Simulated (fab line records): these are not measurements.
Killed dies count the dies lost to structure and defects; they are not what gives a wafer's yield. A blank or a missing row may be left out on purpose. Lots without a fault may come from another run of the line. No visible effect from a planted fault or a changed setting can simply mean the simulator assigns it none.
Chamber matching + flow sky130 + 3 sister chambers for SKY_VIA2_HDPCVD_00 on hdpcvd-01
The step deposits SiO2, target thk 1180 nm, time 196.7 s. 20 wafers are shown with their chamber, then 10 later ones without.

## WAFERS PAIRED WITH THEIR CHAMBERS
| wafer  | chamber | run length s (s) |
|--------|---------|------------------|
| L384.3 | 1       | 224.0            |
| L384.5 | 0       | 224.5            |
| L384.6 | 2       | 223.3            |
| L386.3 | 1       | 224.6            |
| L386.5 | 0       | 224.6            |
| L386.6 | 1       | 224.0            |
| L392.1 | 0       | 224.4            |
| L392.4 | 2       | 223.3            |
| L392.5 | 0       | 224.5            |
| L397.1 | 1       | 224.0            |
| L397.4 | 1       | 224.2            |
| L397.5 | 2       | 223.6            |
| L398.1 | 0       | 224.7            |
| L398.3 | 2       | 223.8            |
| L398.6 | 2       | 223.4            |
| L399.1 | 1       | 223.9            |
| L399.2 | 0       | 224.9            |
| L399.3 | 2       | 223.8            |
| L400.1 | 1       | 224.2            |
| L400.4 | 1       | 224.5            |

SIGNATURES, as means of the wafers listed above
| reading      | chamber 0 | chamber 1 | chamber 2 | scatter within a chamber |
|--------------|-----------|-----------|-----------|--------------------------|
| run length s | 224.600   | 224.175   | 223.533   | 0.229                    |
Rule: distance of a wafer from a chamber = root of the sum over the readings of ((wafer's reading minus chamber's mean) / reading's scatter) squared. If the next closest chamber is less than 2 further off than the closest, the wafer can't be placed; otherwise it belongs to the closest. The scatter: the root of (the sum of the squares of (reading less its chamber's mean) over the shown wafers, divided by (wafers less chambers)).

## WAFERS WITH NO CHAMBER GIVEN
| wafer  | run length s (s) |
|--------|------------------|
| L400.6 | 223.9            |
| L401.2 | 223.9            |
| L401.4 | 224.0            |
| L401.6 | 223.4            |
| L403.1 | 224.2            |
| L403.2 | 224.5            |
| L403.4 | 223.8            |
| L406.2 | 224.7            |
| L406.3 | 223.6            |
| L406.6 | 223.6            |

## CHAMBER TAKEN BY EACH
| wafer  | from the rows above          | in truth |
|--------|------------------------------|----------|
| L400.6 | can't be placed: 1 or 2 or 0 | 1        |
| L401.2 | can't be placed: 1 or 2 or 0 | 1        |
| L401.4 | can't be placed: 1 or 2 or 0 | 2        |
| L401.6 | 2                            | 2        |
| L403.1 | can't be placed: 1 or 0      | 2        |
| L403.2 | can't be placed: 0 or 1      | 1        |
| L403.4 | can't be placed: 2 or 1      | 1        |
| L406.2 | can't be placed: 0 or 1      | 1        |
| L406.3 | 2                            | 2        |
| L406.6 | 2                            | 2        |
Placed correctly: 3 of 10. Unplaceable from these rows: 7, with the true chamber sitting among the candidates in 6. Placed wrongly: 0.
